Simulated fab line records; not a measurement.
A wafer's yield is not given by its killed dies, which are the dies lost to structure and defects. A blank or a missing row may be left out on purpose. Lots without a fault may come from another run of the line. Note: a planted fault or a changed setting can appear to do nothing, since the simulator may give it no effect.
fab line records	flow sfq-line
record lots=5	wafers=15	last-day=87
route steps=325 shown A5B@211 R5@212 I5@228 C5@240
lots with no fault: from the same line, run without faults
start-h: start of the lot's first displayed wafer, in hours after the record's first day	wait-h: time in hours since the lot's previous step	" repeats the value in the row above	L1.1+2: a single row standing in for several wafers	- either no value or no given start	* or withheld: withheld	< > ~ a bound
route shown NAME@n: names a module that has steps shown in the file, with the first one's number in the route	usual: mean and standard deviation over wafers with no fault	same: alike in all rows	chamber/n: place in a boat	sites: each site's reading	_std_site: the standard deviation of these	_edge_site: the outer-site mean with the inner-site mean subtracted	radius-mm: for every site, how far away it sits from the centre of the wafer	mask NAME#n: copy n	behind: the last tool/chamber to shape the wafer	hold: cause of the lot's hold/its duration in hours/its outcome	device: names the non-switching transistor (n, p or np)	end of line: tests of these same wafers at the route's end	for a step that has no rows: nothing shown but its recipe	killed: dies that structure and defects cost at the first sort, which is not the same as the wafer's yield	map: shows each die of a wafer: x if killed, . if not, _ if none is there
set.NAME: setting as actually run; set.NAME@STEP: the setting as run at that earlier step	model.NAME: the simulator's own value behind a step, which no gauge read
certain route steps with their lots: each step a table, each wafer a row
services: the hour from which a tool's chamber was out of use, counted from the record's first day as start-h (under 0 if before that day), plus the number of hours and why
## steps
# step SFQ_TRILAYER_A5B_METRO_MEASURE_131
# usual thk-nm=343/4.6
lot.wafer	tool	chamber	start-h	wait-h	thk-nm
L085.1	film-metro-04	-	1453.73	1.0	347
L085.4	"	-	"	"	343
L085.5	"	-	"	"	340
L091.2	film-metro-02	-	1473.75	2.2	342
L091.4	"	-	"	"	351
L091.5	"	-	"	"	345
L094.2	film-metro-04	-	1488.75	1.2	339
L094.3	"	-	"	"	340
L094.6	"	-	"	"	348
L096.1	film-metro-04	-	1494.55	2.5	338
L096.2	"	-	"	"	337
L096.6	"	-	"	"	339
L097.4	film-metro-01	-	1501.03	2.6	341
L097.5	"	-	"	"	347
L097.6	"	-	"	"	346
# step SFQ_TRILAYER_R5_DEP_SPUTTER_132
# recipe material=Ti	base-pressure-pa=1.33e-06	target-thk-nm=5	power-w=2000	time-s=5	chamber-pressure-pa=0.4
# usual throttle-valve-pct=29.7/1.1
lot.wafer	tool	chamber	start-h	wait-h	throttle-valve-pct
L085.1	pvd-sputter-04	-	1454.93	1.0	28.7
L085.4	"	-	"	"	30.5
L085.5	"	-	"	"	30.5
L091.2	pvd-sputter-03	-	1474.75	0.8	28.6
L091.4	"	-	"	"	31.8
L091.5	"	-	"	"	31.6
L094.2	pvd-sputter-05	-	1489.75	0.8	30.2
L094.3	"	-	"	"	31.1
L094.6	"	-	"	"	31.2
L096.1	pvd-sputter-03	-	1495.75	1.0	27.8
L096.2	"	-	"	"	28.9
L096.6	"	-	"	"	28.7
L097.4	pvd-sputter-04	-	1501.63	0.4	29.3
L097.5	"	-	"	"	28.9
L097.6	"	-	"	"	29.6
# step SFQ_TRILAYER_R5_DEP_SPUTTER_133
# recipe material=MoNx	base-pressure-pa=1.33e-06	target-thk-nm=40	power-w=1000	time-s=66.7	chamber-pressure-pa=0.4
# usual throttle-valve-pct=29.7/1.1
lot.wafer	tool	chamber	start-h	wait-h	throttle-valve-pct
L085.1	pvd-sputter-04	-	1454.95	0.0	28.8
L085.4	"	-	"	"	30.5
L085.5	"	-	"	"	30.5
L091.2	pvd-sputter-03	-	1474.77	0.0	29.0
L091.4	"	-	"	"	31.4
L091.5	"	-	"	"	31.3
L094.2	pvd-sputter-05	-	1489.77	0.0	30.4
L094.3	"	-	"	"	31.2
L094.6	"	-	"	"	31.1
L096.1	pvd-sputter-03	-	1495.77	0.0	27.7
L096.2	"	-	"	"	29.0
L096.6	"	-	"	"	28.9
L097.4	pvd-sputter-04	-	1501.65	0.0	29.5
L097.5	"	-	"	"	29.1
L097.6	"	-	"	"	29.5
# step SFQ_TRILAYER_R5_DEP_SPUTTER_134
# recipe material=Ti	base-pressure-pa=1.33e-06	target-thk-nm=5	power-w=2000	time-s=5	chamber-pressure-pa=0.4
# usual throttle-valve-pct=29.7/1.1
lot.wafer	tool	chamber	start-h	wait-h	throttle-valve-pct
L085.1	pvd-sputter-04	-	1455.00	0.0	28.6
L085.4	"	-	"	"	30.4
L085.5	"	-	"	"	30.4
L091.2	pvd-sputter-03	-	1474.83	0.0	28.6
L091.4	"	-	"	"	31.6
L091.5	"	-	"	"	31.7
L094.2	pvd-sputter-05	-	1489.83	0.0	30.3
L094.3	"	-	"	"	31.5
L094.6	"	-	"	"	31.3
L096.1	pvd-sputter-03	-	1495.83	0.0	28.0
L096.2	"	-	"	"	28.6
L096.6	"	-	"	"	28.9
L097.4	pvd-sputter-04	-	1501.71	0.0	29.3
L097.5	"	-	"	"	28.6
L097.6	"	-	"	"	29.2
# step SFQ_R5_RS_MEAS_933
# recipe thk-meas-gauge=four-point-probe	reads=Ti_of_TRILAYER_R5_DEP_SPUTTER_134+MoNx_of_TRILAYER_R5_DEP_SPUTTER_133+Ti_of_TRILAYER_R5_DEP_SPUTTER_132
# usual R5_MONX_RS=7.01/0.074
lot.wafer	tool	chamber	start-h	wait-h	R5_MONX_RS[ohm/sq]
L085.1	film-metro-01	-	1455.02	0.0	7.00
L085.4	"	-	"	"	7.13
L085.5	"	-	"	"	7.10
L091.2	film-metro-03	-	1474.87	0.0	7.12
L091.4	"	-	"	"	7.03
L091.5	"	-	"	"	7.07
L094.2	film-metro-01	-	1489.87	0.0	6.99
L094.3	"	-	"	"	7.08
L094.6	"	-	"	"	7.01
L096.1	film-metro-03	-	1495.85	0.0	7.06
L096.2	"	-	"	"	7.10
L096.6	"	-	"	"	7.06
L097.4	film-metro-04	-	1501.80	0.1	7.03
L097.5	"	-	"	"	6.98
L097.6	"	-	"	"	6.97
# step SFQ_R5_THK_MEAS_934
# recipe thk-meas-gauge=xrf	reads=MoNx_of_TRILAYER_R5_DEP_SPUTTER_133
# usual R5_MONX_THK=40.6/0.57
lot.wafer	tool	chamber	start-h	wait-h	R5_MONX_THK[nm]
L085.1	film-metro-01	-	1455.14	0.1	40.7
L085.4	"	-	"	"	39.6
L085.5	"	-	"	"	39.7
L091.2	film-metro-03	-	1474.98	0.1	40.0
L091.4	"	-	"	"	40.4
L091.5	"	-	"	"	40.0
L094.2	film-metro-01	-	1489.98	0.1	40.6
L094.3	"	-	"	"	39.9
L094.6	"	-	"	"	40.1
L096.1	film-metro-03	-	1495.97	0.1	40.5
L096.2	"	-	"	"	40.3
L096.6	"	-	"	"	40.8
L097.4	film-metro-04	-	1501.89	0.1	40.6
L097.5	"	-	"	"	41.2
L097.6	"	-	"	"	41.0
# step SFQ_TRILAYER_R5_LITHO_COAT_141
# recipe resist=BARC	spin-rpm=3000	resist-thk-nm=62
lot.wafer	tool	chamber	start-h	wait-h
L085.1+4+5	litho-track-04	0	1455.20	0.1
L091.2+4+5	litho-track-04	0	1475.08	0.1
L094.2+3+6	litho-track-01	0	1490.08	0.1
L096.1+2+6	litho-track-04	0	1496.03	0.1
L097.4+5+6	litho-track-04	0	1502.07	0.2
# step SFQ_TRILAYER_R5_LITHO_COAT_136
# recipe resist=KrF	spin-rpm=3000	resist-thk-nm=600
lot.wafer	tool	chamber	start-h	wait-h
L085.1+4+5	litho-track-04	0	1455.50	0.2
L091.2+4+5	litho-track-04	0	1475.38	0.2
L094.2+3+6	litho-track-01	0	1490.38	0.2
L096.1+2+6	litho-track-04	0	1496.33	0.2
L097.4+5+6	litho-track-04	0	1502.37	0.2
# step SFQ_TRILAYER_R5_LITHO_SOFTBAKE_140
# recipe temp-c=withheld	time-s=withheld	resist=KrF
lot.wafer	tool	chamber	start-h	wait-h
L085.1+4+5	litho-track-04	0	1455.80	0.2
L091.2+4+5	litho-track-04	0	1475.65	0.2
L094.2+3+6	litho-track-01	0	1490.65	0.2
L096.1+2+6	litho-track-04	0	1496.63	0.2
L097.4+5+6	litho-track-04	0	1502.59	0.2
# step SFQ_TRILAYER_R5_LITHO_EXPOSE_137
# recipe mask-id=R5	na=0.6	source-shape=conventional	sigma-outer=0.65	target-cd-nm=500	dose-mj=14.4
# same sigma-outer=0.65
lot.wafer	tool	chamber	start-h	wait-h	mask
L085.1+4+5	krf-scanner-01	0	1568.49	-	R5#0
L091.2+4+5	krf-scanner-01	0	1583.09	-	R5#0
L094.2+3+6	krf-scanner-01	0	1599.89	-	R5#0
L096.1+2+6	krf-scanner-01	0	1608.09	-	R5#0
L097.4+5+6	krf-scanner-01	0	1617.09	-	R5#0
# step SFQ_TRILAYER_R5_LITHO_PEB_139
# recipe peb-temp-c=115	peb-time-s=60	resist=KrF
lot.wafer	tool	chamber	start-h	wait-h
L085.1+4+5	litho-track-01	0	1569.69	1.0
L091.2+4+5	litho-track-04	0	1584.11	0.8
L094.2+3+6	litho-track-04	0	1600.91	0.8
L096.1+2+6	litho-track-02	0	1609.29	1.0
L097.4+5+6	litho-track-04	0	1617.76	0.5
# step SFQ_TRILAYER_R5_LITHO_DEVELOP_138
# recipe time-s=60	resist=KrF
lot.wafer	tool	chamber	start-h	wait-h
L085.1+4+5	litho-track-01	0	1569.84	0.1
L091.2+4+5	litho-track-04	0	1584.26	0.1
L094.2+3+6	litho-track-04	0	1601.06	0.1
L096.1+2+6	litho-track-02	0	1609.44	0.1
L097.4+5+6	litho-track-04	0	1617.91	0.1
# step SFQ_R5_OVL_MEAS_935
# usual R5_OVL=2/5.6
lot.wafer	tool	chamber	start-h	wait-h	R5_OVL[nm]
L085.1	overlay-01	-	1569.99	0.1	3
L085.4	"	-	"	"	0
L085.5	"	-	"	"	-4
L091.2	overlay-02	-	1584.39	0.1	2
L091.4	"	-	"	"	1
L091.5	"	-	"	"	7
L094.2	overlay-02	-	1601.19	0.1	7
L094.3	"	-	"	"	-8
L094.6	"	-	"	"	5
L096.1	overlay-02	-	1609.59	0.1	-11
L096.2	"	-	"	"	-2
L096.6	"	-	"	"	-2
L097.4	overlay-01	-	1618.01	0.1	7
L097.5	"	-	"	"	9
L097.6	"	-	"	"	12
# step SFQ_TRILAYER_R5_BARC_OPEN_METAL_ETCH_177
# recipe mask-material=PR	chemistry=O2	target-depth-nm=125	target=BARC	icp-w=600	bias-w=80	pressure-mtorr=10	time-s=41.7
# usual drypump-motor-current-A=5.4/0.33	oes-product-au=0.685/0.0047	rf-fwd-power-W=592.3/2
lot.wafer	tool	chamber	start-h	wait-h	drypump-motor-current-A	oes-product-au	rf-fwd-power-W	rf-hours-counter-h
L085.1	rie-metal-04	1	1570.02	0.0	5.4	0.686	589.8	68
L085.4	"	1	"	"	5.4	0.685	589.0	-
L085.5	"	1	"	"	5.4	0.691	590.0	-
L091.2	rie-metal-03	0	1584.44	0.0	5.1	0.682	592.2	-
L091.4	"	0	"	"	5.1	0.683	592.4	-
L091.5	"	0	"	"	5.1	0.683	594.8	-
L094.2	rie-metal-04	0	1601.22	0.0	4.9	0.683	593.0	0
L094.3	"	1	"	"	5.5	0.678	594.6	-
L094.6	"	0	"	"	4.9	0.680	592.7	-
L096.1	rie-metal-04	0	1609.62	0.0	4.9	0.680	592.8	1
L096.2	"	1	"	"	5.5	0.689	596.4	73
L096.6	"	1	"	"	5.5	0.685	592.8	-
L097.4	rie-metal-01	1	1618.04	0.0	5.4	0.692	593.7	-
L097.5	"	1	"	"	5.4	0.688	593.7	-
L097.6	"	0	"	"	5.3	0.688	591.4	-
# step SFQ_TRILAYER_R5_ETCH_METAL_ETCH_139
# recipe stop-on=SiO2	mask-material=PR	chemistry=Cl2	target-depth-nm=60	icp-w=600	bias-w=80	pressure-mtorr=10	time-s=40
# usual drypump-motor-current-A=5.4/0.33	oes-product-au=0.990/0.0057	rf-fwd-power-W=592.8/2.3
lot.wafer	tool	chamber	start-h	wait-h	drypump-motor-current-A	oes-product-au	rf-fwd-power-W	rf-hours-counter-h
L085.1	rie-metal-04	1	1570.14	0.1	5.5	0.985	590.2	68
L085.4	"	1	"	"	5.5	0.988	591.9	-
L085.5	"	1	"	"	5.4	0.983	588.2	-
L091.2	rie-metal-03	0	1584.56	0.1	5.1	0.989	593.4	-
L091.4	"	0	"	"	5.1	0.990	592.4	-
L091.5	"	0	"	"	5.1	0.983	592.5	-
L094.2	rie-metal-04	0	1601.28	0.0	4.9	0.989	591.6	0
L094.3	"	1	"	"	5.5	0.984	592.8	-
L094.6	"	0	"	"	4.9	0.994	594.2	-
L096.1	rie-metal-04	0	1609.68	0.0	4.9	0.993	595.6	1
L096.2	"	1	"	"	5.5	0.988	591.7	73
L096.6	"	1	"	"	5.5	0.995	590.0	-
L097.4	rie-metal-01	1	1618.10	0.0	5.4	0.987	594.6	-
L097.5	"	1	"	"	5.4	0.996	592.4	-
L097.6	"	0	"	"	5.4	0.992	590.6	-
# step SFQ_TRILAYER_R5_STRIP_STRIP_140
# recipe gas=O2	power-w=200	platen-temp-c=40	overash-fraction=0.65	chemistry=O2	pressure-mtorr=50
# usual drypump-motor-current-A=5.4/0.34	oes-product-au=0.999/0.0071
lot.wafer	tool	chamber	start-h	wait-h	drypump-motor-current-A	oes-product-au	rf-hours-counter-h
L085.1	rie-metal-04	1	1570.26	0.1	5.5	1.004	68
L085.4	"	1	"	"	5.5	0.998	-
L085.5	"	1	"	"	5.5	0.991	-
L091.2	rie-metal-03	0	1584.86	0.3	5.1	0.991	-
L091.4	"	0	"	"	5.1	0.994	-
L091.5	"	0	"	"	5.1	0.999	-
L094.2	rie-metal-04	0	1601.34	0.0	4.8	1.019	1
L094.3	"	1	"	"	5.4	0.991	-
L094.6	"	0	"	"	4.9	1.012	-
L096.1	rie-metal-04	0	1609.74	0.0	4.9	1.015	1
L096.2	"	1	"	"	5.4	0.992	73
L096.6	"	1	"	"	5.4	0.995	-
L097.4	rie-metal-01	1	1618.34	0.2	5.4	0.996	-
L097.5	"	1	"	"	5.4	1.004	-
L097.6	"	0	"	"	5.3	0.986	-
# step SFQ_TRILAYER_R5_STRIP_SOLV_CLEAN_141
# recipe chemistry=NMP	temp-c=70	time-s=600
lot.wafer	tool	chamber	start-h	wait-h
L085.1+4+5	wet-bench-01	5,7,6	1571.46	1.0
L091.2+4+5	wet-bench-02	7,6,2	1585.86	0.8
L094.2+3+6	wet-bench-02	1,7,0	1601.94	0.4
L096.1+2+6	wet-bench-02	1,6,5	1610.34	0.4
L097.4+5+6	wet-bench-01	2,0,1	1618.74	0.2
# step SFQ_TRILAYER_A5C_DEP_PECVD_142
# recipe material=SiO2	temp-c=150	time-s=15.556	pressure-torr=2.4	rf-w=183.3	precursor=SiH4/N2O	target-thk-nm=70
# usual heater-power-outer-w=33/12	heater-power-w=87/15	rf-fwd-power-W=180.3/0.85	throttle-valve-pct=24.7/1.6
lot.wafer	tool	chamber	start-h	wait-h	heater-power-outer-w	heater-power-w	rf-fwd-power-W	throttle-valve-pct
L085.1	pecvd-01	1	1571.64	0.0	30	87	181.4	23.8
L085.4	"	0	"	"	31	84	178.8	24.9
L085.5	"	1	"	"	31	86	180.7	24.2
L091.2	pecvd-01	0	1586.04	0.0	41	95	179.2	25.1
L091.4	"	1	"	"	29	83	180.9	24.1
L091.5	"	2	"	"	25	74	179.6	27.3
L094.2	pecvd-02	2	1602.12	0.0	18	72	180.6	26.0
L094.3	"	1	"	"	30	86	180.2	22.8
L094.6	"	0	"	"	25	76	180.1	26.9
L096.1	pecvd-02	2	1610.52	0.0	19	74	181.1	26.0
L096.2	"	0	"	"	25	72	179.0	27.4
L096.6	"	0	"	"	26	77	178.8	27.0
L097.4	pecvd-01	0	1618.93	0.0	41	95	178.7	25.3
L097.5	"	2	"	"	26	78	179.7	27.3
L097.6	"	1	"	"	34	91	180.5	24.1
# step SFQ_TRILAYER_I5_LITHO_COAT_149
# recipe resist=BARC	spin-rpm=3000	resist-thk-nm=62
lot.wafer	tool	chamber	start-h	wait-h
L085.1+4+5	litho-track-03	0	1571.66	0.0
L091.2+4+5	litho-track-03	0	1586.11	0.1
L094.2+3+6	litho-track-02	0	1602.19	0.1
L096.1+2+6	litho-track-02	0	1610.54	0.0
L097.4+5+6	litho-track-02	0	1619.09	0.1
# step SFQ_TRILAYER_I5_LITHO_COAT_144
# recipe resist=KrF	spin-rpm=3000	resist-thk-nm=650
lot.wafer	tool	chamber	start-h	wait-h
L085.1+4+5	litho-track-03	0	1571.96	0.2
L091.2+4+5	litho-track-03	0	1586.41	0.2
L094.2+3+6	litho-track-02	0	1602.49	0.2
L096.1+2+6	litho-track-02	0	1610.84	0.2
L097.4+5+6	litho-track-02	0	1619.39	0.2
# step SFQ_TRILAYER_I5_LITHO_SOFTBAKE_148
# recipe temp-c=withheld	time-s=withheld	resist=KrF
lot.wafer	tool	chamber	start-h	wait-h
L085.1+4+5	litho-track-03	0	1572.26	0.2
L091.2+4+5	litho-track-03	0	1586.69	0.2
L094.2+3+6	litho-track-02	0	1602.77	0.2
L096.1+2+6	litho-track-02	0	1611.14	0.2
L097.4+5+6	litho-track-02	0	1619.62	0.2
# step SFQ_TRILAYER_I5_LITHO_EXPOSE_145
# recipe mask-id=I5	na=0.6	source-shape=conventional	sigma-outer=0.65	target-cd-nm=700	dose-mj=21.3
# same sigma-outer=0.65
lot.wafer	tool	chamber	start-h	wait-h	mask
L085.1+4+5	krf-scanner-01	0	1692.94	-	I5#0
L091.2+4+5	krf-scanner-01	0	1722.25	-	I5#0
L094.2+3+6	krf-scanner-01	0	1742.90	-	I5#0
L096.1+2+6	krf-scanner-01	0	1751.10	-	I5#0
L097.4+5+6	krf-scanner-01	0	1755.30	-	I5#0
# step SFQ_TRILAYER_I5_LITHO_PEB_147
# recipe peb-temp-c=115	peb-time-s=60	resist=KrF
lot.wafer	tool	chamber	start-h	wait-h
L085.1+4+5	litho-track-03	0	1694.14	1.0
L091.2+4+5	litho-track-03	0	1723.27	0.8
L094.2+3+6	litho-track-02	0	1743.92	0.8
L096.1+2+6	litho-track-03	0	1752.30	1.0
L097.4+5+6	litho-track-02	0	1755.97	0.5
# step SFQ_TRILAYER_I5_LITHO_DEVELOP_146
# recipe time-s=60	resist=KrF
lot.wafer	tool	chamber	start-h	wait-h
L085.1+4+5	litho-track-03	0	1694.29	0.1
L091.2+4+5	litho-track-03	0	1723.42	0.1
L094.2+3+6	litho-track-02	0	1744.07	0.1
L096.1+2+6	litho-track-03	0	1752.45	0.1
L097.4+5+6	litho-track-02	0	1756.12	0.1
# step SFQ_I5_OVL_MEAS_936
# usual I5_OVL=1/5.9
lot.wafer	tool	chamber	start-h	wait-h	I5_OVL[nm]
L085.1	overlay-01	-	1694.44	0.1	-4
L085.4	"	-	"	"	-1
L085.5	"	-	"	"	-9
L091.2	overlay-01	-	1723.55	0.1	-1
L091.4	"	-	"	"	-1
L091.5	"	-	"	"	4
L094.2	overlay-01	-	1744.20	0.1	-13
L094.3	"	-	"	"	-11
L094.6	"	-	"	"	-12
L096.1	overlay-02	-	1752.60	0.1	-4
L096.2	"	-	"	"	-1
L096.6	"	-	"	"	-1
L097.4	overlay-02	-	1756.21	0.1	9
L097.5	"	-	"	"	1
L097.6	"	-	"	"	3
# step SFQ_TRILAYER_I5_BARC_OPEN_VIA_ETCH_200
# recipe mask-material=PR	chemistry=O2	target-depth-nm=125	target=BARC	source-w=500	bias-w=80	pressure-mtorr=30	time-s=41.7
# usual drypump-motor-current-A=5.7/0.53	oes-product-au=0.685/0.0047	rf-fwd-power-W=495.3/2.2
lot.wafer	tool	chamber	start-h	wait-h	drypump-motor-current-A	oes-product-au	rf-fwd-power-W	rf-hours-counter-h
L085.1	rie-diel-03	3	1694.48	0.0	4.8	0.685	496.5	11
L085.4	"	1	"	"	6.5	0.687	494.5	0
L085.5	"	2	"	"	5.7	0.687	497.1	-
L091.2	rie-diel-01	0	1723.58	0.0	5.5	0.690	497.6	14
L091.4	"	1	"	"	5.1	0.686	495.1	2
L091.5	"	1	"	"	5.2	0.688	493.6	-
L094.2	rie-diel-01	1	1744.23	0.0	5.1	0.687	494.1	2
L094.3	"	0	"	"	5.5	0.679	498.1	14
L094.6	"	3	"	"	5.9	0.683	498.7	-
L096.1	rie-diel-04	1	1752.63	0.0	5.7	0.681	498.4	1
L096.2	"	0	"	"	6.6	0.681	494.2	3
L096.6	"	0	"	"	6.6	0.689	495.3	-
L097.4	rie-diel-01	3	1756.23	0.0	5.9	0.693	499.4	2
L097.5	"	3	"	"	5.9	0.695	496.1	-
L097.6	"	2	"	"	5.9	0.683	492.3	-
# step SFQ_TRILAYER_I5_ETCH_VIA_ETCH_147
# recipe stop-on=Nb	mask-material=PR	chemistry=CHF3	target-depth-nm=360	source-w=500	bias-w=80	pressure-mtorr=30	time-s=withheld
# usual drypump-motor-current-A=5.7/0.52	oes-product-au=0.990/0.0056	rf-fwd-power-W=498.6/1.3
lot.wafer	tool	chamber	start-h	wait-h	drypump-motor-current-A	oes-product-au	rf-fwd-power-W
L085.1	rie-diel-03	3	1694.52	0.0	4.7	0.993	498.0
L085.4	"	1	"	"	6.5	0.982	501.0
L085.5	"	2	"	"	5.7	0.994	499.5
L091.2	rie-diel-01	0	1723.62	0.0	5.5	0.989	499.2
L091.4	"	1	"	"	5.2	0.989	498.9
L091.5	"	1	"	"	5.1	0.993	496.6
L094.2	rie-diel-01	1	1744.27	0.0	5.1	0.981	499.3
L094.3	"	0	"	"	5.4	0.996	499.0
L094.6	"	3	"	"	5.9	0.999	501.8
L096.1	rie-diel-04	1	1752.67	0.0	5.7	0.986	497.9
L096.2	"	0	"	"	6.5	0.989	498.2
L096.6	"	0	"	"	6.5	0.976	497.1
L097.4	rie-diel-01	3	1756.27	0.0	5.9	0.984	500.6
L097.5	"	3	"	"	5.9	0.993	501.0
L097.6	"	2	"	"	5.9	0.996	498.8
# step SFQ_TRILAYER_I5_STRIP_STRIP_148
# recipe gas=O2	power-w=200	platen-temp-c=40	overash-fraction=0.65	chemistry=O2	pressure-mtorr=50
# usual drypump-motor-current-A=5.5/0.51	oes-product-au=0.998/0.0072
lot.wafer	tool	chamber	start-h	wait-h	drypump-motor-current-A	oes-product-au	rf-hours-counter-h
L085.1	rie-metal-04	0	1694.67	-	4.9	1.007	11
L085.4	"	0	"	"	4.9	1.008	-
L085.5	"	1	"	"	5.5	1.005	-
L091.2	rie-metal-04	1	1723.77	-	5.5	0.993	87
L091.4	"	0	"	"	4.9	1.001	-
L091.5	"	0	"	"	4.9	1.004	-
L094.2	rie-metal-02	1	1744.42	-	5.7	1.001	103
L094.3	"	0	"	"	5.5	0.990	-
L094.6	"	0	"	"	5.5	0.989	-
L096.1	rie-metal-02	0	1752.82	-	5.5	0.995	73
L096.2	"	0	"	"	5.5	0.990	-
L096.6	"	0	"	"	5.5	0.992	-
L097.4	rie-metal-03	1	1756.62	-	6.4	1.003	-
L097.5	"	0	"	"	5.1	0.998	-
L097.6	"	1	"	"	6.4	1.008	-
# step SFQ_TRILAYER_I5_STRIP_SOLV_CLEAN_149
# recipe chemistry=NMP	temp-c=70	time-s=600
lot.wafer	tool	chamber	start-h	wait-h
L085.1+4+5	wet-bench-01	3,5,0	1695.27	0.4
L091.2+4+5	wet-bench-04	1,3,6	1724.37	0.4
L094.2+3+6	wet-bench-04	3,5,4	1745.02	0.4
L096.1+2+6	wet-bench-04	1,6,7	1754.02	1.0
L097.4+5+6	wet-bench-04	5,4,3	1757.02	0.2
# step SFQ_TRILAYER_C5_LITHO_COAT_156
# recipe resist=BARC	spin-rpm=3000	resist-thk-nm=62
lot.wafer	tool	chamber	start-h	wait-h
L085.1+4+5	litho-track-04	0	1695.44	0.0
L091.2+4+5	litho-track-03	0	1724.61	0.1
L094.2+3+6	litho-track-03	0	1745.26	0.1
L096.1+2+6	litho-track-01	0	1754.20	0.0
L097.4+5+6	litho-track-04	0	1757.35	0.1
# step SFQ_TRILAYER_C5_LITHO_COAT_151
# recipe resist=KrF	spin-rpm=3000	resist-thk-nm=650
lot.wafer	tool	chamber	start-h	wait-h
L085.1+4+5	litho-track-04	0	1695.74	0.2
L091.2+4+5	litho-track-03	0	1724.91	0.2
L094.2+3+6	litho-track-03	0	1745.56	0.2
L096.1+2+6	litho-track-01	0	1754.50	0.2
L097.4+5+6	litho-track-04	0	1757.65	0.2
# step SFQ_TRILAYER_C5_LITHO_SOFTBAKE_155
# recipe temp-c=withheld	time-s=withheld	resist=KrF
lot.wafer	tool	chamber	start-h	wait-h
L085.1+4+5	litho-track-04	0	1696.04	0.2
L091.2+4+5	litho-track-03	0	1725.19	0.2
L094.2+3+6	litho-track-03	0	1745.84	0.2
L096.1+2+6	litho-track-01	0	1754.80	0.2
L097.4+5+6	litho-track-04	0	1757.87	0.2
# step SFQ_TRILAYER_C5_LITHO_EXPOSE_152
# recipe mask-id=C5	na=0.6	source-shape=conventional	sigma-outer=0.65	target-cd-nm=500	dose-mj=21.3
# same sigma-outer=0.65
lot.wafer	tool	chamber	start-h	wait-h	mask
L085.1+4+5	krf-scanner-02	0	1803.45	-	C5#0
L091.2+4+5	krf-scanner-02	0	1820.45	-	C5#0
L094.2+3+6	krf-scanner-02	0	1833.65	-	C5#0
L096.1+2+6	krf-scanner-02	0	1838.25	-	C5#0
L097.4+5+6	krf-scanner-02	0	1841.25	-	C5#0
## services
tool	chamber	start-h	hours	kind
pvd-sputter-03	-	1438.64	9.9	repair
krf-scanner-01	-	1445.53	4.0	pm
pvd-sputter-03	-	1452.74	3.1	repair
rie-metal-04	-	1467.17	14.6	pm
rie-diel-01	3	1475.94	6.2	repair
krf-scanner-01	-	1486.20	1.8	repair
rie-diel-01	0	1487.98	16.4	repair
rie-diel-01	1	1507.52	4.5	repair
krf-scanner-01	-	1524.98	1.0	pm
krf-scanner-01	-	1547.58	1.3	pm
krf-scanner-01	-	1549.16	0.3	repair
rie-diel-01	1	1560.54	3.1	repair
pvd-sputter-04	-	1565.11	3.7	repair
pvd-sputter-04	-	1566.55	12.7	repair
rie-metal-04	-	1604.65	2.8	pm
rie-diel-01	-	1624.64	2.1	repair
rie-diel-01	0	1639.94	9.8	repair
krf-scanner-01	-	1676.49	0.8	pm
krf-scanner-01	-	1677.58	7.2	pm
rie-diel-01	-	1684.68	2.8	pm
krf-scanner-01	-	1694.14	1.0	pm
krf-scanner-01	-	1724.45	1.3	pm
krf-scanner-01	-	1725.75	4.4	pm
krf-scanner-01	-	1770.73	0.3	repair
## key
fault none
